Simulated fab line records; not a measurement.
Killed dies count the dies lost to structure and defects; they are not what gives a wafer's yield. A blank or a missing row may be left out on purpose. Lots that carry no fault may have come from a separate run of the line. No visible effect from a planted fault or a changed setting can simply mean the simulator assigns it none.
The tool behind it: which one? / flow sky130 / Sampling: 13 lots, 39 wafers, 2 of 708 route steps

WHAT EACH GAUGE READ, for each wafer
SKY_LDD_HVN_TW_MEAS_10.
lot=L897; measured=day 20 16:14; on=filmMetro-04; LDD_HVN_TW=1433 1430 1427
lot=L899; measured=day 21 01:55; on=filmMetro-01; LDD_HVN_TW=1431 1435 1434
lot=L900; measured=day 22 11:02; on=filmMetro-04; LDD_HVN_TW=1439 1428 1445
lot=L902; measured=day 23 09:37; on=filmMetro-04; LDD_HVN_TW=1444 1439 1434
lot=L904; measured=day 23 23:28; on=filmMetro-04; LDD_HVN_TW=1448 1432 1440
lot=L905; measured=day 24 02:02; on=filmMetro-02; LDD_HVN_TW=1441 1437 1437
lot=L906; measured=day 24 10:50; on=filmMetro-02; LDD_HVN_TW=1438 1442 1443
lot=L907; measured=day 24 17:17; on=filmMetro-04; LDD_HVN_TW=1437 1442 1434
lot=L908; measured=day 25 05:25; on=filmMetro-01; LDD_HVN_TW=1420 1430 1426
lot=L914; measured=day 27 01:07; on=filmMetro-04; LDD_HVN_TW=1445 1447 1447
lot=L916; measured=day 27 12:29; on=filmMetro-02; LDD_HVN_TW=1421 1435 1432
lot=L918; measured=day 28 05:28; on=filmMetro-04; LDD_HVN_TW=1435 1438 1438
lot=L919; measured=day 28 11:20; on=filmMetro-01; LDD_HVN_TW=1434 1430 1428

SKY_SD_P_OVL_MEAS_08.
lot=L897; measured=day 25 20:19; on=overlay-01; SD_P_OVL (nm)=-0.3 0.1 -0.5
lot=L899; measured=day 26 05:08; on=overlay-02; SD_P_OVL (nm)=-1.2 -2.4 -2.0
lot=L900; measured=day 27 13:14; on=overlay-01; SD_P_OVL (nm)=-0.9 0.7 -1.5
lot=L902; measured=day 28 09:07; on=overlay-01; SD_P_OVL (nm)=-1.9 -0.7 0.0
lot=L904; measured=day 28 21:43; on=overlay-02; SD_P_OVL (nm)=-1.2 -2.0 1.6
lot=L905; measured=day 29 02:05; on=overlay-01; SD_P_OVL (nm)=1.7 1.4 1.1
lot=L906; measured=day 29 06:31; on=overlay-02; SD_P_OVL (nm)=-1.6 -2.2 -1.0
lot=L907; measured=day 29 14:46; on=overlay-01; SD_P_OVL (nm)=1.1 -0.1 1.2
lot=L908; measured=day 30 01:16; on=overlay-01; SD_P_OVL (nm)=-0.6 0.2 -1.1
lot=L914; measured=day 31 19:06; on=overlay-01; SD_P_OVL (nm)=-1.5 1.2 0.4
lot=L916; measured=day 32 06:01; on=overlay-01; SD_P_OVL (nm)=0.4 0.0 -1.9
lot=L918; measured=day 32 21:40; on=overlay-01; SD_P_OVL (nm)=-2.8 -1.2 -1.1
lot=L919; measured=day 33 02:19; on=overlay-01; SD_P_OVL (nm)=1.4 -0.4 0.1

TOOL THAT RAN EACH LOT (tool first, then ch and the chambers of the sampled wafers, then the start)
The record holds no process step before these readings.

AS READ BY THE TOOLS THEMSELVES (means over the sampled wafers that have a number; for cases with no such wafer, the mark the record gives instead)
The record holds no such reading with a usual standard deviation.

THE ANSWER, worked out from the rows above alone
Rule: the usual values come from the lots themselves. Put in order of their means at a reading, lots are off if they are a third of the lots or fewer, leave a main group of 4 or more, and stand apart from it by a gap of 3 or more times the standard deviation of the main group's means; of several such gaps the widest counts. A main group whose means are all the same, to the digits that the tables above print for the reading, isn't used. Also off: a lot with no number at a reading for which 4 or more lots have one. All remaining lots with rows at the step are treated as sound. The gauges are gone through in route order, then the tools' own readings, and for those a lot's mean is taken as printed above. At the first step where some lot is off, the reading lying furthest off is the one used; lots without a number count as furthest.
None of the lots is off at any reading shown; this tells nothing.

WHAT WAS PUT IN BY THE SIMULATOR
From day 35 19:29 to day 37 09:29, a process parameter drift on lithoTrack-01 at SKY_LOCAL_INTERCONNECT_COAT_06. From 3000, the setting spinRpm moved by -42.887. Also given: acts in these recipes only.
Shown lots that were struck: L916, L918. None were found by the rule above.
